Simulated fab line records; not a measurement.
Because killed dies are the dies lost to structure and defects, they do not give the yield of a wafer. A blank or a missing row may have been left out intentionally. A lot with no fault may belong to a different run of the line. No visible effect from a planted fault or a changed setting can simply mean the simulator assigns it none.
fab line records | flow gf180mcu | part 1 of 2: steps 1 to 26 of 35
[record] lots = 5 | wafers = 15 | last-day = 34
route steps=602 shown M1@327 V1@335
lots that met no fault: taken from a fault-free run of the same line
start-h: hours from the record's first day to the start of the lot's first wafer shown | wait-h: hours elapsed since this lot's preceding step | " as in the row above | L1.1+2: one row covering several wafers at once | - either no value or no given start | * or withheld: withheld | < > ~ a bound
route shown NAME@n: names a module that has steps shown in the file, with the first one's number in the route | usual: mean and standard deviation over wafers with no fault | same: alike in all rows | chamber/n: place in a boat | sites: the reading at each site | _std_site: the values' standard deviation | _edge_site: mean of outer sites minus mean of inner sites | radius-mm: how far each site lies from the wafer's centre | mask NAME#n: copy n | behind: the tool/chamber that last shaped the wafer | hold: reason for holding the lot/hours on hold/outcome of the hold | device: which transistor (n, p or np) failed to switch | end of line: the route-end tests of the same wafers | a step without rows: its recipe alone | killed: dies that structure and defects cost at the first sort, which is not the same as the wafer's yield | map: dies across one wafer; x = killed, . = not, _ = none there
set.NAME: the setting the step ran with; set.NAME@STEP: the setting that earlier step ran with | model.NAME: the simulator's own value behind a step, which no gauge read
lots at some steps of the route; a table a step, a row a wafer
services: a tool's chamber out of use, with start hour (start-h, from the record's first day; less than 0 if before it), hours out, and reason
[[steps]]
[step GF_M1_PEB_12]
[recipe] peb-temp-c = 135 | peb-time-s = 90 | resist = KrF
[usual] chill-plate-temp-C = 23.01/0.09
lot.wafer | tool           | chamber | start-h | wait-h | chill-plate-temp-C
L086.1    | litho-track-03 | 0       | -       | -      | 23.06
L086.2    | "              | 0       | "       | "      | 22.98
L086.4    | "              | 0       | "       | "      | 23.03
L091.1    | litho-track-04 | 0       | -       | -      | 23.13
L091.3    | "              | 0       | "       | "      | 23.13
L091.6    | "              | 0       | "       | "      | 23.09
L092.1    | litho-track-04 | 0       | -       | -      | 22.93
L092.4    | "              | 0       | "       | "      | 23.02
L092.5    | "              | 0       | "       | "      | 23.09
L093.2    | litho-track-03 | 0       | -       | -      | 23.03
L093.5    | "              | 0       | "       | "      | 23.03
L093.6    | "              | 0       | "       | "      | 23.10
L095.2    | litho-track-03 | 0       | -       | -      | 23.07
L095.3    | "              | 0       | "       | "      | 23.25
L095.5    | "              | 0       | "       | "      | 23.09
[step GF_M1_DEVELOP_13]
[recipe] develop-time-s = 60 | dev-temp-c = 21
[usual] chill-plate-temp-C = 22.98/0.097 | developer-temp-C = 20.99/0.11
lot.wafer | tool           | chamber | start-h | wait-h | chill-plate-temp-C | developer-temp-C
L086.1    | litho-track-03 | 0       | 501.78  | 0.2    | 22.97              | 20.83
L086.2    | "              | 0       | "       | "      | 22.86              | 20.85
L086.4    | "              | 0       | "       | "      | 22.86              | 20.90
L091.1    | litho-track-04 | 0       | 535.33  | 0.2    | 22.94              | 21.08
L091.3    | "              | 0       | "       | "      | 22.92              | 20.91
L091.6    | "              | 0       | "       | "      | 23.16              | 20.88
L092.1    | litho-track-04 | 0       | 545.78  | 0.2    | 22.98              | 20.99
L092.4    | "              | 0       | "       | "      | 22.99              | 20.93
L092.5    | "              | 0       | "       | "      | 22.95              | 21.07
L093.2    | litho-track-03 | 0       | 547.66  | 0.2    | 23.01              | 21.01
L093.5    | "              | 0       | "       | "      | 22.95              | 20.88
L093.6    | "              | 0       | "       | "      | 23.11              | 20.97
L095.2    | litho-track-03 | 0       | 566.21  | 0.2    | 22.93              | 21.01
L095.3    | "              | 0       | "       | "      | 23.12              | 20.99
L095.5    | "              | 0       | "       | "      | 23.20              | 20.95
[step GF_M1_CD_MEAS_14]
[recipe] target-cd-nm = 230
[usual] cd-nm = 230.1/0.95
lot.wafer | tool      | chamber | start-h | wait-h | cd-nm
L086.1    | cd-sem-01 | -       | 501.93  | 0.1    | 230.2
L086.2    | "         | -       | "       | "      | 230.7
L086.4    | "         | -       | "       | "      | 229.9
L091.1    | cd-sem-01 | -       | 535.48  | 0.1    | 230.3
L091.3    | "         | -       | "       | "      | 229.7
L091.6    | "         | -       | "       | "      | 231.0
L092.1    | cd-sem-02 | -       | 545.93  | 0.1    | 229.6
L092.4    | "         | -       | "       | "      | 229.9
L092.5    | "         | -       | "       | "      | 229.9
L093.2    | cd-sem-02 | -       | 547.80  | 0.1    | 229.4
L093.5    | "         | -       | "       | "      | 228.6
L093.6    | "         | -       | "       | "      | 228.9
L095.2    | cd-sem-01 | -       | 566.35  | 0.1    | 229.2
L095.3    | "         | -       | "       | "      | 230.7
L095.5    | "         | -       | "       | "      | 230.1
[step GF_M1_OVL_MEAS_15]
[usual] M1_OVL = 1/5.1
lot.wafer | tool       | chamber | start-h | wait-h | M1_OVL[nm]
L086.1    | overlay-01 | -       | 502.05  | 0.1    | -11
L086.2    | "          | -       | "       | "      | -7
L086.4    | "          | -       | "       | "      | -4
L091.1    | overlay-01 | -       | 535.60  | 0.1    | -5
L091.3    | "          | -       | "       | "      | 2
L091.6    | "          | -       | "       | "      | -2
L092.1    | overlay-01 | -       | 546.05  | 0.1    | 9
L092.4    | "          | -       | "       | "      | 12
L092.5    | "          | -       | "       | "      | 10
L093.2    | overlay-01 | -       | 547.91  | 0.1    | -4
L093.5    | "          | -       | "       | "      | 0
L093.6    | "          | -       | "       | "      | 0
L095.2    | overlay-01 | -       | 566.46  | 0.1    | 3
L095.3    | "          | -       | "       | "      | 5
L095.5    | "          | -       | "       | "      | 4
[step GF_M1_METAL_ETCH_16]
[recipe] chemistry = Cl2/BCl3 | mask-material = KrF | target-depth-nm = 627.5 | stop-on = SiO2 | pressure-mtorr = 8 | icp-w = 800 | bias-w = 140 | Cl2_flow_sccm = 80 | bcl3-flow-sccm = 40 | time-s = 104.6
[usual] drypump-motor-current-A = 5.6/0.55 | oes-product-au = 0.973/0.006 | throttle-valve-pct = 28.249/0.01
lot.wafer | tool         | chamber | start-h | wait-h | drypump-motor-current-A | oes-product-au | rf-hours-counter-h | throttle-valve-pct
L086.1    | rie-metal-03 | 1       | 502.09  | 0.0    | 5.8                     | 0.978          | 10                 | 28.252
L086.2    | "            | 0       | "       | "      | 5.0                     | 0.973          | 10                 | 28.230
L086.4    | "            | 0       | "       | "      | 5.0                     | 0.971          | -                  | 28.270
L091.1    | rie-metal-01 | 0       | 535.64  | 0.0    | 5.6                     | 0.970          | 4                  | 28.265
L091.3    | "            | 0       | "       | "      | 5.6                     | 0.971          | -                  | 28.246
L091.6    | "            | 0       | "       | "      | 5.6                     | 0.968          | -                  | 28.254
L092.1    | rie-metal-01 | 1       | 546.09  | 0.0    | 4.9                     | 0.964          | 7                  | 28.244
L092.4    | "            | 1       | "       | "      | 4.9                     | 0.977          | -                  | 28.238
L092.5    | "            | 0       | "       | "      | 5.6                     | 0.973          | -                  | 28.246
L093.2    | rie-metal-03 | 1       | 547.97  | 0.1    | 5.8                     | 0.983          | -                  | 28.233
L093.5    | "            | 1       | "       | "      | 5.8                     | 0.983          | -                  | 28.243
L093.6    | "            | 1       | "       | "      | 5.7                     | 0.967          | -                  | 28.258
L095.2    | rie-metal-01 | 0       | 566.49  | 0.0    | 5.6                     | 0.973          | 4                  | 28.243
L095.3    | "            | 1       | "       | "      | 4.9                     | 0.971          | -                  | 28.238
L095.5    | "            | 1       | "       | "      | 4.9                     | 0.973          | -                  | 28.254
[step GF_M1_STRIP_17]
[recipe] chemistry = O2/N2 | power-w = 1400 | pressure-mtorr = 1500 | platen-temp-c = 250 | o2-flow-sccm = 3000 | n2-flow-sccm = 300 | overash-fraction = 0.5
[usual] drypump-motor-current-A = 5.6/0.33 | heater-power-w = 333/26 | oes-product-au = 0.557/0.0049 | strip-time-to-endpoint-s = 7.86/0.047
lot.wafer | tool            | chamber | start-h | wait-h | drypump-motor-current-A | heater-power-w | oes-product-au | rf-hours-counter-h | strip-time-to-endpoint-s
L086.1    | plasma-asher-01 | 1       | 502.20  | 0.1    | 5.6                     | 315            | 0.556          | 8                  | 7.83
L086.2    | "               | 0       | "       | "      | 5.9                     | 370            | 0.552          | 8                  | 7.80
L086.4    | "               | 1       | "       | "      | 5.6                     | 305            | 0.560          | -                  | 7.82
L091.1    | plasma-asher-03 | 1       | 535.75  | 0.1    | 5.5                     | 371            | 0.559          | 79                 | 7.94
L091.3    | "               | 0       | "       | "      | 5.9                     | 336            | 0.559          | -                  | 7.96
L091.6    | "               | 0       | "       | "      | 5.8                     | 329            | 0.560          | -                  | 7.97
L092.1    | plasma-asher-01 | 1       | 546.20  | 0.1    | 5.6                     | 309            | 0.555          | 13                 | 7.91
L092.4    | "               | 1       | "       | "      | 5.6                     | 316            | 0.562          | -                  | 7.87
L092.5    | "               | 0       | "       | "      | 5.9                     | 363            | 0.552          | -                  | 7.85
L093.2    | plasma-asher-03 | 0       | 548.16  | 0.1    | 5.9                     | 329            | 0.556          | 80                 | 7.82
L093.5    | "               | 0       | "       | "      | 5.8                     | 325            | 0.564          | -                  | 7.87
L093.6    | "               | 1       | "       | "      | 5.5                     | 366            | 0.557          | -                  | 7.88
L095.2    | plasma-asher-04 | 1       | 566.60  | 0.1    | 5.0                     | 306            | 0.551          | 101                | 7.86
L095.3    | "               | 1       | "       | "      | 4.9                     | 305            | 0.556          | -                  | 7.91
L095.5    | "               | 0       | "       | "      | 5.9                     | 316            | 0.561          | -                  | 7.89
[step GF_M1_STRIP_18]
[recipe] chemistry = post-etch-residue-remover | time-s = 1200 | temp-c = 72.5
lot.wafer  | tool         | chamber | start-h | wait-h
L086.1+2+4 | wet-bench-02 | 0       | 502.30  | 0.1
L091.1+3+6 | wet-bench-04 | 0       | 535.85  | 0.1
L092.1+4+5 | wet-bench-02 | 2       | 546.30  | 0.1
L093.2+5+6 | wet-bench-02 | 0       | 548.26  | 0.1
L095.2+3+5 | wet-bench-04 | 3       | 566.70  | 0.1
[step GF_M1_CLEAN_19]
[recipe] chemistry = DIW | dry = n2-spin
lot.wafer  | tool         | chamber | start-h | wait-h
L086.1+2+4 | wet-bench-04 | 3       | 502.64  | 0.0
L091.1+3+6 | wet-bench-03 | 0       | 536.19  | 0.0
L092.1+4+5 | wet-bench-03 | 3       | 546.67  | 0.0
L093.2+5+6 | wet-bench-03 | 1       | 548.67  | 0.0
L095.2+3+5 | wet-bench-03 | 0       | 567.04  | 0.0
[step GF_V1_CVD_00]
[recipe] material = SiO2 | target-thk-nm = 600 | sigma-open-frac = 0.3 | temp-c = 400 | time-s = 100 | sih4-flow-sccm = 60 | pressure-mtorr = 6
[usual] susceptor-temp-C = 400.00/0.22
lot.wafer | tool      | chamber | start-h | wait-h | susceptor-temp-C
L086.1    | hdpcvd-02 | 1       | 502.75  | 0.0    | 399.99
L086.2    | "         | 0       | "       | "      | 399.87
L086.4    | "         | 2       | "       | "      | 400.12
L091.1    | hdpcvd-02 | 0       | 536.28  | 0.0    | 399.86
L091.3    | "         | 1       | "       | "      | 400.05
L091.6    | "         | 1       | "       | "      | 399.91
L092.1    | hdpcvd-01 | 0       | 546.76  | 0.0    | 399.49
L092.4    | "         | 0       | "       | "      | 400.06
L092.5    | "         | 2       | "       | "      | 399.73
L093.2    | hdpcvd-01 | 2       | 548.76  | 0.0    | 400.27
L093.5    | "         | 2       | "       | "      | 400.12
L093.6    | "         | 1       | "       | "      | 400.09
L095.2    | hdpcvd-01 | 0       | 567.14  | 0.0    | 400.16
L095.3    | "         | 1       | "       | "      | 399.74
L095.5    | "         | 1       | "       | "      | 399.95
[step GF_V1_THK_MEAS_01]
[recipe] reads = SiO2_of_V1_CVD_00
[usual] V1_CVD_00_THK = 600/5.6
lot.wafer | tool          | chamber | start-h | wait-h | V1_CVD_00_THK[nm]
L086.1    | film-metro-01 | -       | 502.82  | 0.0    | 589
L086.2    | "             | -       | "       | "      | 590
L086.4    | "             | -       | "       | "      | 598
L091.1    | film-metro-04 | -       | 536.36  | 0.0    | 598
L091.3    | "             | -       | "       | "      | 596
L091.6    | "             | -       | "       | "      | 603
L092.1    | film-metro-04 | -       | 546.84  | 0.0    | 601
L092.4    | "             | -       | "       | "      | 599
L092.5    | "             | -       | "       | "      | 602
L093.2    | film-metro-02 | -       | 548.84  | 0.0    | 593
L093.5    | "             | -       | "       | "      | 593
L093.6    | "             | -       | "       | "      | 600
L095.2    | film-metro-04 | -       | 567.22  | 0.0    | 596
L095.3    | "             | -       | "       | "      | 596
L095.5    | "             | -       | "       | "      | 596
[step GF_V1_CVD_02]
[recipe] material = SiO2 | target-thk-nm = 850 | precursor = TEOS | temp-c = 400 | time-s = 94.851 | rf-w = 608.2
[usual] heater-power-w = 703/130 | susceptor-temp-C = 400.00/0.23
lot.wafer | tool     | chamber | start-h | wait-h | heater-power-w | susceptor-temp-C
L086.1    | pecvd-02 | 2       | 502.88  | 0.1    | 737            | 400.17
L086.2    | "        | 0       | "       | "      | 800            | 400.07
L086.4    | "        | 0       | "       | "      | 624            | 400.14
L091.1    | pecvd-04 | 2       | 536.42  | 0.1    | 649            | 400.17
L091.3    | "        | 1       | "       | "      | 763            | 400.24
L091.6    | "        | 2       | "       | "      | 725            | 399.78
L092.1    | pecvd-03 | 2       | 546.90  | 0.1    | 567            | 399.88
L092.4    | "        | 1       | "       | "      | 1021           | 400.17
L092.5    | "        | 0       | "       | "      | 509            | 399.98
L093.2    | pecvd-02 | 0       | 548.89  | 0.0    | 769            | 400.27
L093.5    | "        | 2       | "       | "      | 733            | 400.09
L093.6    | "        | 0       | "       | "      | 646            | 400.02
L095.2    | pecvd-02 | 2       | 567.27  | 0.0    | 773            | 399.85
L095.3    | "        | 0       | "       | "      | 759            | 400.07
L095.5    | "        | 0       | "       | "      | 795            | 400.00
[step GF_V1_THK_MEAS_03]
[recipe] reads = SiO2_of_V1_CVD_02
[usual] V1_CVD_02_THK = 859/12
lot.wafer | tool          | chamber | start-h | wait-h | V1_CVD_02_THK[nm]
L086.1    | film-metro-02 | -       | 502.95  | 0.0    | 864
L086.2    | "             | -       | "       | "      | 856
L086.4    | "             | -       | "       | "      | 870
L091.1    | film-metro-04 | -       | 536.48  | 0.0    | 851
L091.3    | "             | -       | "       | "      | 845
L091.6    | "             | -       | "       | "      | 867
L092.1    | film-metro-01 | -       | 546.97  | 0.0    | 847
L092.4    | "             | -       | "       | "      | 855
L092.5    | "             | -       | "       | "      | 863
L093.2    | film-metro-01 | -       | 549.01  | 0.1    | 844
L093.5    | "             | -       | "       | "      | 861
L093.6    | "             | -       | "       | "      | 857
L095.2    | film-metro-01 | -       | 567.35  | 0.0    | 849
L095.3    | "             | -       | "       | "      | 843
L095.5    | "             | -       | "       | "      | 860
[step GF_V1_CMP_04]
[recipe] material = SiO2 | down-force-psi = 4 | platen-rpm = 60 | pad-velocity-m-s = 0.94248
[usual] motor-current-A = 12.4/1.1 | slurry-flow-ml-min = 150.0/0.51 | time-to-endpoint-s = 84/5.1
lot.wafer | tool   | chamber | start-h | wait-h | motor-current-A | slurry-flow-ml-min | time-to-endpoint-s
L086.4    | cmp-01 | 2       | 503.01  | 0.0    | 10.9            | 150.2              | 83
L086.1    | "      | 3       | "       | "      | 12.9            | 148.8              | 83
L086.2    | "      | 0       | "       | "      | 11.1            | 150.1              | 77
L091.3    | cmp-01 | 3       | 536.59  | 0.1    | 13.1            | 149.8              | 78
L091.1    | "      | 1       | "       | "      | 12.0            | 149.9              | 79
L091.6    | "      | 2       | "       | "      | 11.4            | 149.5              | 87
L092.4    | cmp-02 | 1       | 547.08  | 0.1    | 12.7            | 150.9              | 84
L092.1    | "      | 2       | "       | "      | 12.6            | 149.7              | 81
L092.5    | "      | 0       | "       | "      | 14.1            | 149.8              | 85
L093.2    | cmp-01 | 3       | 549.16  | 0.1    | 12.7            | 150.6              | 78
L093.5    | "      | 1       | "       | "      | 11.9            | 150.8              | 85
L093.6    | "      | 2       | "       | "      | 11.6            | 149.9              | 83
L095.2    | cmp-01 | 0       | 567.40  | 0.0    | 11.1            | 149.7              | 79
L095.3    | "      | 2       | "       | "      | 10.9            | 150.1              | 74
L095.5    | "      | 1       | "       | "      | 12.0            | 149.7              | 78
[step GF_V1_BOW_MEAS_05]
[recipe] mode = bow
[usual] V1_BOW = 82/8
lot.wafer | tool          | chamber | start-h | wait-h | V1_BOW[um]
L086.1    | film-metro-01 | -       | 503.31  | 0.2    | 92
L086.2    | "             | -       | "       | "      | 77
L086.4    | "             | -       | "       | "      | 82
L091.1    | film-metro-01 | -       | 536.84  | 0.1    | 87
L091.3    | "             | -       | "       | "      | 84
L091.6    | "             | -       | "       | "      | 91
L092.1    | film-metro-02 | -       | 547.33  | 0.1    | 93
L092.4    | "             | -       | "       | "      | 89
L092.5    | "             | -       | "       | "      | 90
L093.2    | film-metro-02 | -       | 549.38  | 0.2    | 80
L093.5    | "             | -       | "       | "      | 78
L093.6    | "             | -       | "       | "      | 78
L095.2    | film-metro-04 | -       | 567.72  | 0.3    | 82
L095.3    | "             | -       | "       | "      | 76
L095.5    | "             | -       | "       | "      | 78
[step GF_V1_DEHYDRATE_06]
[recipe] temp-c = 200 | time-s = 60
[usual] chill-plate-temp-C = 22.99/0.097
lot.wafer | tool           | chamber | start-h | wait-h | chill-plate-temp-C
L086.1    | litho-track-04 | 0       | 513.98  | 10.7   | 22.91
L086.2    | "              | 0       | "       | "      | 22.84
L086.4    | "              | 0       | "       | "      | 23.07
L091.1    | litho-track-04 | 0       | 547.78  | 10.9   | 22.98
L091.3    | "              | 0       | "       | "      | 22.92
L091.6    | "              | 0       | "       | "      | 22.91
L092.1    | litho-track-03 | 0       | 558.23  | 10.9   | 23.03
L092.4    | "              | 0       | "       | "      | 22.99
L092.5    | "              | 0       | "       | "      | 23.03
L093.2    | litho-track-02 | 0       | 559.94  | 10.5   | 22.93
L093.5    | "              | 0       | "       | "      | 22.90
L093.6    | "              | 0       | "       | "      | 23.01
L095.2    | litho-track-04 | 0       | 578.31  | 10.6   | 23.07
L095.3    | "              | 0       | "       | "      | 23.04
L095.5    | "              | 0       | "       | "      | 22.95
[step GF_V1_HMDS_07]
[recipe] prime-time-s = 60 | prime-temp-c = 120
[usual] chill-plate-temp-C = 22.97/0.092 | prime-temp-c = 119.99/0.14
lot.wafer | tool           | chamber | start-h | wait-h | chill-plate-temp-C | prime-temp-c
L086.1    | litho-track-04 | 0       | 514.13  | 0.1    | 22.82              | 119.84
L086.2    | "              | 0       | "       | "      | 22.89              | 119.84
L086.4    | "              | 0       | "       | "      | 22.91              | 120.04
L091.1    | litho-track-04 | 0       | 547.93  | 0.1    | 23.10              | 120.01
L091.3    | "              | 0       | "       | "      | 23.10              | 120.09
L091.6    | "              | 0       | "       | "      | 22.93              | 119.98
L092.1    | litho-track-03 | 0       | 558.38  | 0.1    | 22.93              | 119.92
L092.4    | "              | 0       | "       | "      | 22.87              | 119.95
L092.5    | "              | 0       | "       | "      | 23.02              | 119.87
L093.2    | litho-track-02 | 0       | 560.09  | 0.1    | 22.97              | 119.94
L093.5    | "              | 0       | "       | "      | 22.86              | 120.00
L093.6    | "              | 0       | "       | "      | 22.93              | 119.86
L095.2    | litho-track-04 | 0       | 578.46  | 0.1    | 23.05              | 119.79
L095.3    | "              | 0       | "       | "      | 23.20              | 119.63
L095.5    | "              | 0       | "       | "      | 23.02              | 119.72
[step GF_V1_COAT_08]
[recipe] resist = BARC | temp-c = withheld | time-s = withheld | spin-rpm = withheld | resist-thk-nm = withheld
[usual] chill-plate-temp-C = *
lot.wafer | tool           | chamber | start-h | wait-h | chill-plate-temp-C
L086.1    | litho-track-04 | 0       | 514.28  | 0.1    | *
L086.2    | "              | 0       | "       | "      | *
L086.4    | "              | 0       | "       | "      | *
L091.1    | litho-track-04 | 0       | 548.08  | 0.1    | *
L091.3    | "              | 0       | "       | "      | *
L091.6    | "              | 0       | "       | "      | *
L092.1    | litho-track-03 | 0       | 558.53  | 0.1    | *
L092.4    | "              | 0       | "       | "      | *
L092.5    | "              | 0       | "       | "      | *
L093.2    | litho-track-02 | 0       | 560.24  | 0.1    | *
L093.5    | "              | 0       | "       | "      | *
L093.6    | "              | 0       | "       | "      | *
L095.2    | litho-track-04 | 0       | 578.61  | 0.1    | *
L095.3    | "              | 0       | "       | "      | *
L095.5    | "              | 0       | "       | "      | *
[step GF_V1_COAT_09]
[recipe] resist = KrF | spin-rpm = withheld | resist-thk-nm = 1000
[usual] chill-plate-temp-C = 22.98/0.087
lot.wafer | tool           | chamber | start-h | wait-h | chill-plate-temp-C
L086.1    | litho-track-04 | 0       | -       | -      | 22.85
L086.2    | "              | 0       | "       | "      | 23.07
L086.4    | "              | 0       | "       | "      | 23.14
L091.1    | litho-track-04 | 0       | -       | -      | 23.08
L091.3    | "              | 0       | "       | "      | 22.97
L091.6    | "              | 0       | "       | "      | 22.92
L092.1    | litho-track-03 | 0       | -       | -      | 22.90
L092.4    | "              | 0       | "       | "      | 22.92
L092.5    | "              | 0       | "       | "      | 22.91
L093.2    | litho-track-02 | 0       | -       | -      | 22.96
L093.5    | "              | 0       | "       | "      | 23.05
L093.6    | "              | 0       | "       | "      | 22.96
L095.2    | litho-track-04 | 0       | -       | -      | 23.00
L095.3    | "              | 0       | "       | "      | 22.90
L095.5    | "              | 0       | "       | "      | 22.98
[step GF_V1_SOFTBAKE_10]
[recipe] temp-c = 130 | time-s = 60 | resist = KrF
[usual] chill-plate-temp-C = 23.00/0.11
lot.wafer | tool           | chamber | start-h | wait-h | chill-plate-temp-C
L086.1    | litho-track-04 | 0       | -       | -      | 23.06
L086.2    | "              | 0       | "       | "      | 23.08
L086.4    | "              | 0       | "       | "      | 23.12
L091.1    | litho-track-04 | 0       | -       | -      | 23.03
L091.3    | "              | 0       | "       | "      | 22.83
L091.6    | "              | 0       | "       | "      | 22.90
L092.1    | litho-track-03 | 0       | -       | -      | 22.94
L092.4    | "              | 0       | "       | "      | 23.07
L092.5    | "              | 0       | "       | "      | 23.03
L093.2    | litho-track-02 | 0       | -       | -      | 23.03
L093.5    | "              | 0       | "       | "      | 23.13
L093.6    | "              | 0       | "       | "      | 23.21
L095.2    | litho-track-04 | 0       | -       | -      | 22.84
L095.3    | "              | 0       | "       | "      | 22.83
L095.5    | "              | 0       | "       | "      | 23.02
[step GF_V1_EXPOSE_11]
[recipe] mask-id = Via1 | target-cd-nm = 260 | na = 0.68 | source-shape = conventional | sigma-outer = 0.6 | dose-mj = 38
lot.wafer  | tool           | chamber | start-h | wait-h | mask
L086.1+2+4 | krf-scanner-02 | 0       | -       | -      | Via1#0
L091.1+3+6 | krf-scanner-02 | 0       | -       | -      | Via1#0
L092.1+4+5 | krf-scanner-01 | 0       | -       | -      | Via1#0
L093.2+5+6 | krf-scanner-02 | 0       | -       | -      | Via1#0
L095.2+3+5 | krf-scanner-02 | 0       | -       | -      | Via1#0
[step GF_V1_PEB_12]
[recipe] peb-temp-c = 135 | peb-time-s = 90 | resist = KrF
[usual] chill-plate-temp-C = 22.98/0.1
lot.wafer | tool           | chamber | start-h | wait-h | chill-plate-temp-C
L086.1    | litho-track-04 | 0       | -       | -      | 23.01
L086.2    | "              | 0       | "       | "      | 22.85
L086.4    | "              | 0       | "       | "      | 22.91
L091.1    | litho-track-02 | 0       | -       | -      | 22.94
L091.3    | "              | 0       | "       | "      | 22.99
L091.6    | "              | 0       | "       | "      | 23.05
L092.1    | litho-track-03 | 0       | -       | -      | 22.99
L092.4    | "              | 0       | "       | "      | 22.97
L092.5    | "              | 0       | "       | "      | 23.16
L093.2    | litho-track-02 | 0       | -       | -      | 23.00
L093.5    | "              | 0       | "       | "      | 23.19
L093.6    | "              | 0       | "       | "      | 23.08
L095.2    | litho-track-02 | 0       | -       | -      | 22.95
L095.3    | "              | 0       | "       | "      | 22.99
L095.5    | "              | 0       | "       | "      | 23.11
[step GF_V1_DEVELOP_13]
[recipe] develop-time-s = 60 | resist = KrF | dev-temp-c = 21
[usual] chill-plate-temp-C = 23.01/0.1 | developer-temp-C = 21.01/0.097
lot.wafer | tool           | chamber | start-h | wait-h | chill-plate-temp-C | developer-temp-C
L086.1    | litho-track-04 | 0       | 526.43  | 0.2    | 23.09              | 20.96
L086.2    | "              | 0       | "       | "      | 22.91              | 21.00
L086.4    | "              | 0       | "       | "      | 22.81              | 20.96
L091.1    | litho-track-02 | 0       | 559.46  | 0.2    | 23.08              | 20.94
L091.3    | "              | 0       | "       | "      | 22.98              | 21.24
L091.6    | "              | 0       | "       | "      | 23.13              | 21.03
L092.1    | litho-track-03 | 0       | 569.28  | 0.2    | 23.21              | 21.06
L092.4    | "              | 0       | "       | "      | 23.13              | 20.96
L092.5    | "              | 0       | "       | "      | 23.06              | 21.01
L093.2    | litho-track-02 | 0       | 571.49  | 0.2    | 22.95              | 21.12
L093.5    | "              | 0       | "       | "      | 22.99              | 20.89
L093.6    | "              | 0       | "       | "      | 22.99              | 20.94
L095.2    | litho-track-02 | 0       | 589.44  | 0.2    | 22.91              | 20.93
L095.3    | "              | 0       | "       | "      | 23.04              | 20.84
L095.5    | "              | 0       | "       | "      | 23.00              | 20.85
[step GF_V1_CD_MEAS_14]
[recipe] target-cd-nm = 260
[usual] cd-nm = 259.8/1.3
lot.wafer | tool      | chamber | start-h | wait-h | cd-nm
L086.1    | cd-sem-01 | -       | 526.58  | 0.1    | 259.4
L086.2    | "         | -       | "       | "      | 258.9
L086.4    | "         | -       | "       | "      | 261.0
L091.1    | cd-sem-01 | -       | 559.61  | 0.1    | 261.5
L091.3    | "         | -       | "       | "      | 261.8
L091.6    | "         | -       | "       | "      | 263.0
L092.1    | cd-sem-01 | -       | 569.43  | 0.1    | 259.6
L092.4    | "         | -       | "       | "      | 260.8
L092.5    | "         | -       | "       | "      | 259.8
L093.2    | cd-sem-02 | -       | 571.63  | 0.1    | 260.6
L093.5    | "         | -       | "       | "      | 261.2
L093.6    | "         | -       | "       | "      | 260.2
L095.2    | cd-sem-01 | -       | 589.58  | 0.1    | 258.8
L095.3    | "         | -       | "       | "      | 259.0
L095.5    | "         | -       | "       | "      | 258.3
[step GF_V1_OVL_MEAS_15]
[usual] V1_OVL = -1/5.5
lot.wafer | tool       | chamber | start-h | wait-h | V1_OVL[nm]
L086.1    | overlay-02 | -       | 526.70  | 0.1    | 3
L086.2    | "          | -       | "       | "      | 0
L086.4    | "          | -       | "       | "      | -4
L091.1    | overlay-02 | -       | 559.73  | 0.1    | 5
L091.3    | "          | -       | "       | "      | 4
L091.6    | "          | -       | "       | "      | -2
L092.1    | overlay-01 | -       | 569.55  | 0.1    | 11
L092.4    | "          | -       | "       | "      | 9
L092.5    | "          | -       | "       | "      | 8
L093.2    | overlay-02 | -       | 571.74  | 0.1    | -12
L093.5    | "          | -       | "       | "      | -6
L093.6    | "          | -       | "       | "      | -11
L095.2    | overlay-02 | -       | 589.69  | 0.1    | -2
L095.3    | "          | -       | "       | "      | -8
L095.5    | "          | -       | "       | "      | -1
[step GF_V1_ETCH_16]
[recipe] chemistry = N2/H2 | target-depth-a = withheld | overetch-a = withheld | time-s = withheld | target = BARC | ion-energy-ev = 200 | source-w = 500 | bias-w = 100 | pressure-mtorr = 30 | n2-flow-sccm = 100 | h2-flow-sccm = 200
[usual] drypump-motor-current-A = 5.8/0.46 | oes-product-au = 0.854/0.005 | throttle-valve-pct = 13.226/0.0088
lot.wafer | tool        | chamber | start-h | wait-h | drypump-motor-current-A | oes-product-au | throttle-valve-pct
L086.1    | rie-diel-04 | 3       | 526.74  | 0.0    | 6.5                     | 0.851          | 13.212
L086.2    | "           | 2       | "       | "      | 5.5                     | 0.859          | 13.224
L086.4    | "           | 1       | "       | "      | 6.0                     | 0.857          | 13.237
L091.1    | rie-diel-01 | 1       | 559.77  | 0.0    | 5.9                     | 0.856          | 13.217
L091.3    | "           | 2       | "       | "      | 6.5                     | 0.858          | 13.226
L091.6    | "           | 0       | "       | "      | 5.1                     | 0.849          | 13.238
L092.1    | rie-diel-01 | 0       | 569.59  | 0.0    | 5.1                     | 0.845          | 13.220
L092.4    | "           | 1       | "       | "      | 6.0                     | 0.853          | 13.214
L092.5    | "           | 3       | "       | "      | 5.6                     | 0.842          | 13.239
L093.2    | rie-diel-01 | 0       | 571.77  | 0.0    | 5.1                     | 0.853          | 13.217
L093.5    | "           | 1       | "       | "      | 5.9                     | 0.857          | 13.222
L093.6    | "           | 2       | "       | "      | 6.5                     | 0.848          | 13.222
L095.2    | rie-diel-03 | 3       | 589.72  | 0.0    | 5.4                     | 0.856          | 13.218
L095.3    | "           | 0       | "       | "      | 6.1                     | 0.852          | 13.219
L095.5    | "           | 2       | "       | "      | 5.9                     | 0.849          | 13.218
[step GF_V1_ETCH_17]
[recipe] chemistry = C4F8/O2/Ar | mask-material = KrF | target = SiO2 | stop-on = TiN | source-w = 1500 | bias-w = 1200 | pressure-mtorr = 40 | c4f8-flow-sccm = withheld | O2_flow_sccm = 6 | Ar_flow_sccm = 300 | time-s = withheld | target-depth-a = 6300
[usual] oes-product-au = 0.855/0.0044
lot.wafer | tool        | chamber | start-h | wait-h | oes-product-au
L086.1    | rie-diel-04 | 3       | -       | -      | 0.845
L086.2    | "           | 2       | "       | "      | 0.856
L086.4    | "           | 1       | "       | "      | 0.860
L091.1    | rie-diel-01 | 1       | -       | -      | 0.863
L091.3    | "           | 2       | "       | "      | 0.851
L091.6    | "           | 0       | "       | "      | 0.853
L092.1    | rie-diel-01 | 0       | -       | -      | 0.855
L092.4    | "           | 1       | "       | "      | 0.855
L092.5    | "           | 3       | "       | "      | 0.851
L093.2    | rie-diel-01 | 0       | -       | -      | 0.852
L093.5    | "           | 1       | "       | "      | 0.858
L093.6    | "           | 2       | "       | "      | 0.853
L095.2    | rie-diel-03 | 3       | -       | -      | 0.855
L095.3    | "           | 0       | "       | "      | 0.853
L095.5    | "           | 2       | "       | "      | 0.857
